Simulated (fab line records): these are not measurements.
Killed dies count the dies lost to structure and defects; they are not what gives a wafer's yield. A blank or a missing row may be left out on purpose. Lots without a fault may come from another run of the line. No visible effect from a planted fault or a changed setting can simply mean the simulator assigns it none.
Struck lot and sound lot, side by side / flow sky130 / 21 steps out of a route of 708
Sound: these wafers, L336.2, L336.3, L336.5. Wafers L323.2, L323.3, L323.4 were the ones struck. At the end, the cause is stated.
For every step that has rows: the tool of each side, followed by ch and its chambers, followed by its first start. Under that, the readings that differ: sound wafers / struck wafers / difference of the means / sigmas: that difference in standard deviations of wafers without a fault.
alike: a reading whose means differ by less than 2 such deviations, as well as words and numbers matching on both sides. not compared: withheld readings; readings where some wafer has no value; bounds like >300 that might hide an equal value; numbers whose values overlap and for which the record gives no deviation.
A row with sigmas, a row that says differs or no value, or rows on one side alone: a step with any of these is where the two part. When numbers do not overlap yet have no deviation, they are printed without sigmas and do not part them. A reading missing from all wafers of one side parts the sides only when that side holds two or more wafers.

first, 4 steps without rows for these wafers: SKY_METAL2_STRIP_21 (strips in post etch residue remover, time 1200 s); SKY_METAL2_CLEAN_22 (cleans in IPA, time 180 s); SKY_METAL2_CLEAN_23 (cleans in O3/DIW); SKY_VIA2_HDPCVD_00 (deposits SiO2, target thk 1180 nm, time 196.7 s).
SKY_VIA2_THK_MEAS_01:
  sound on film-metro-03 at day 41 20:11; struck on film-metro-02 at day 36 16:35
  alike: VIA2_HDPCVD_THK
SKY_VIA2_CMP_02: polishes SiO2.
  sound on cmp-02 ch 1,2,3, day 41 20:20; struck on cmp-01 ch 1,2,3, day 36 16:38
  alike: motor-current-A
SKY_VIA2_BOW_MEAS_03:
  sound on film-metro-01 at day 41 20:34; struck on film-metro-02 at day 36 16:57
  alike: VIA2_BOW
then, 5 steps without rows for these wafers: SKY_VIA2_DEHYDRATE_04 (time 60 s); SKY_VIA2_HMDS_05 (prime time 60 s); SKY_VIA2_COAT_06 (resist thk 60 nm); SKY_VIA2_COAT_07 (resist thk 450 nm); SKY_VIA2_SOFTBAKE_08 (time 90 s).
SKY_VIA2_EXPOSE_09: exposes mask VIM2, target cd 200 nm.
  sound on krf-scanner-02 ch 0, day 42 08:14; struck on krf-scanner-01 ch 0, day 37 07:08
  alike: mask
then, 1 step without rows for these wafers: SKY_VIA2_PEB_10.
SKY_VIA2_DEVELOP_11: develop time 60 s.
  sound: litho-track-01 ch 0; struck: litho-track-01 ch 0
reading=model.VIA2.cd-nm (nm); sound=201.3 202.2 200.5; struck=169.4 148 174.2; difference=-37.5; sigmas=
SKY_VIA2_CD_MEAS_12 targets a cd of 200 nm.
  sound on cd-sem-01 at day 42 19:38; struck on cd-sem-02 at day 37 18:59
reading=cd-nm (nm); sound=201.2 202.2 200.6; struck=169.6 148.0 174.1; difference=-37.4; sigmas=-29
SKY_VIA2_OVL_MEAS_13:
  sound on overlay-02 at day 42 19:44; struck on overlay-01 at day 37 19:05
  alike: VIA2_OVL
SKY_VIA2_ETCH_14: etches BARC in N2/H2, stops on SiO2, time 45.9 s, target depth 60 nm.
  sound on rie-diel-03 ch 0,1,2, day 42 19:46; struck on rie-diel-03 ch 0,3, day 37 19:07
  alike: drypump-motor-current-A, oes-product-au, throttle-valve-pct
  not compared: rf-hours-counter-h
SKY_VIA2_ETCH_15: etches SiO2 in C4F8/O2/Ar, stops on TiN, target depth 546 nm, time 84 s.
  sound on rie-diel-03 ch 0,1,2, day 42 19:49; struck on rie-diel-03 ch 0,3, day 37 19:10
reading=model.VIA2.cd-nm (nm); sound=202 201.5 200.5; struck=169 149.5 176.6; difference=-36; sigmas=
  alike: oes-product-au
  not compared: rf-hours-counter-h
SKY_VIA2_STRIP_16: strips in O2/N2.
  sound on plasma-asher-03 ch 0,1, day 42 19:53; struck on plasma-asher-04 ch 0,1, day 37 19:14
  alike: drypump-motor-current-A, oes-product-au, strip-time-to-endpoint-s
  not compared: rf-hours-counter-h
-- the record jumps here: 9 days lie between the struck wafers' starts before and after (it left off in module VIA2 and takes up again in module PAD_OPEN, whose first step shown is number 708 of the route) --
SKY_PAD_OPEN_PROBE_99:
  sound on prober-02 at day 50 18:25; struck on prober-02 at day 46 22:11
reading=defect-limited-yield (%); sound=82.9 85.4 85.0; struck=63.2 0.4 76.6; difference=-37.7; sigmas=-22
reading=killed_at_M0_to_M3; sound=36 37 40; struck=142 450 71; difference=+183; sigmas=+30
reading=killed-dies; sound=84 72 74; struck=181 490 115; difference=+185; sigmas=+22
reading=killed-on-rim; sound=18 17 18; struck=21 95 18; difference=+27; sigmas=+7
reading=sort_bin_5_function (%); sound=10.0 9.3 9.8; struck=29.9 92.9 14.0; difference=+35.9; sigmas=+28
reading=sort-n-pass; sound=408 420 418; struck=311 2 377; difference=-185; sigmas=-22
reading=sort-yield-pct (%); sound=82.9 85.4 85.0; struck=63.2 0.4 76.6; difference=-37.7; sigmas=-22
  alike: killed_at_M4_up, killed-at-contacts, killed-at-front-end, killed-at-other, killed-open, killed-short, sort_bin_3_pad_short, sort_bin_6_memory

WHERE THEY PART
First at SKY_VIA2_CD_MEAS_12; last, within this record, at SKY_PAD_OPEN_PROBE_99.

WHY: the cause the simulator had injected
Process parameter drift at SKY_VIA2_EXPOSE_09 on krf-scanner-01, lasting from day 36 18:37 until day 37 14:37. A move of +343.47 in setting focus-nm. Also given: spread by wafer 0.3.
